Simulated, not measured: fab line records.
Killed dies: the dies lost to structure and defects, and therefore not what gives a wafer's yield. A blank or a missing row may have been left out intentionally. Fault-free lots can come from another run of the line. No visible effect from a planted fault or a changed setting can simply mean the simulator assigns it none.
2 desks looking at one fault / flow gf180mcu / numbers are kept per desk, each desk with only its own; the story behind them comes last

== THE METROLOGY DESK ==
What the gauges read for every lot (on any tool): the sampled wafers with a number, averaged. Marked OUT: a lot whose mean sits more than 4 standard deviations from the usual mean, which makes it out of limits; the brackets give that distance.
Columns: A = PASSIVATION_CVD_00_THK at GF_PASSIVATION_THK_MEAS_01, usual 1000 nm; B = PASSIVATION_CVD_02_THK at GF_PASSIVATION_THK_MEAS_03, usual 698 nm
lot=L351; first seen here=day 28 17:05; A=994; B=702
lot=L352; first seen here=day 28 18:44; A=1021; B=708
lot=L353; first seen here=day 29 02:44; A=992; B=689
lot=L357; first seen here=day 30 13:37; A=1016; B=701
lot=L361; first seen here=day 31 23:08; A=995; B=699
lot=L362; first seen here=day 32 00:46; A=995; B=688
lot=L364; first seen here=day 32 04:58; A=1002; B=691
lot=L367; first seen here=day 33 00:07; A=1007; B=705
lot=L369; first seen here=day 33 13:08; A=997; B=698
lot=L371; first seen here=day 34 03:18; A=996; B=685
lot=L372; first seen here=day 34 05:02; A=1002; B=697
lot=L373; first seen here=day 34 06:43; A=996; B=703
This desk's verdict: no lot among the 12 shows anything out of limits.

== TOOL OWNER'S DESK, rieMetal-04 ==
The tool's own readings at GF_TOP_METAL_METAL_ETCH_16 (etches the open film in Cl2/BCl3, stops on SiO2, target depth 1197 nm, time 199.5 s): means of the sampled wafers that have a number, for each lot that ran on this tool. Marked OUT: a lot whose mean sits more than 4 standard deviations from the usual mean, which makes it out of limits; the brackets give that distance.
Columns: A = bcl3FlowSccm at GF_TOP_METAL_METAL_ETCH_16, usual 39.99 sccm; B = chamberPressureMTorr at GF_TOP_METAL_METAL_ETCH_16, usual 8.000 mTorr; C = drypumpMotorCurrentA at GF_TOP_METAL_METAL_ETCH_16, usual 5.8 A; D = oesProductAu at GF_TOP_METAL_METAL_ETCH_16, usual 0.988 a.u.; E = rfFwdPowerW at GF_TOP_METAL_METAL_ETCH_16, usual 797.6 W; F = throttleValvePct at GF_TOP_METAL_METAL_ETCH_16, usual 28.232 %
lot=L352; first seen here=day 28 17:50; A=40.03; B=8.002; C=5.9; D=0.988; E=796.5; F=28.227
lot=L353; first seen here=day 29 01:47; A=39.92; B=8.005; C=5.9; D=0.986; E=800.7; F=28.237
lot=L357; first seen here=day 30 12:49; A=39.97; B=8.003; C=5.8; D=0.994; E=796.5; F=28.228
lot=L361; first seen here=day 31 22:19; A=40.02; B=7.991; C=5.9; D=0.906 (-14) OUT; E=668.1 (-52) OUT; F=28.334 (+10) OUT
lot=L362; first seen here=day 31 23:57; A=39.99; B=7.999; C=5.9; D=0.944 (-7.7) OUT; E=713.1 (-34) OUT; F=28.278 (+4.6) OUT
lot=L364; first seen here=day 32 04:09; A=40.08; B=8.004; C=5.9; D=0.938 (-8.8) OUT; E=710.8 (-35) OUT; F=28.281 (+4.9) OUT
Finding of this desk: L361, L362, L364 out of limits; the first was L361 at day 31 22:19, on oesProductAu at GF_TOP_METAL_METAL_ETCH_16. Within limits: L352, L353, L357.

== TAKEN TOGETHER ==
An alarm could have come from the tool owner's desk at day 31 22:19, on L361, L362, L364.
The metrology desk saw nothing out of limits.
The metrology desk holds a record of L361, L362, L364, inside its limits.
The lots listed all ran GF_TOP_METAL_METAL_ETCH_16 on rieMetal-04.

== WHAT THE SIMULATOR HAD INSERTED ==
rieMetal-04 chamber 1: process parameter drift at GF_TOP_METAL_METAL_ETCH_16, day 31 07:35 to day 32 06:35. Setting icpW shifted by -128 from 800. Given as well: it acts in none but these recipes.
Lots struck among those shown: L361, L362, L364.
Time in hours from fault onset to the first out-of-limits reading at each desk: the tool owner's desk, 15.
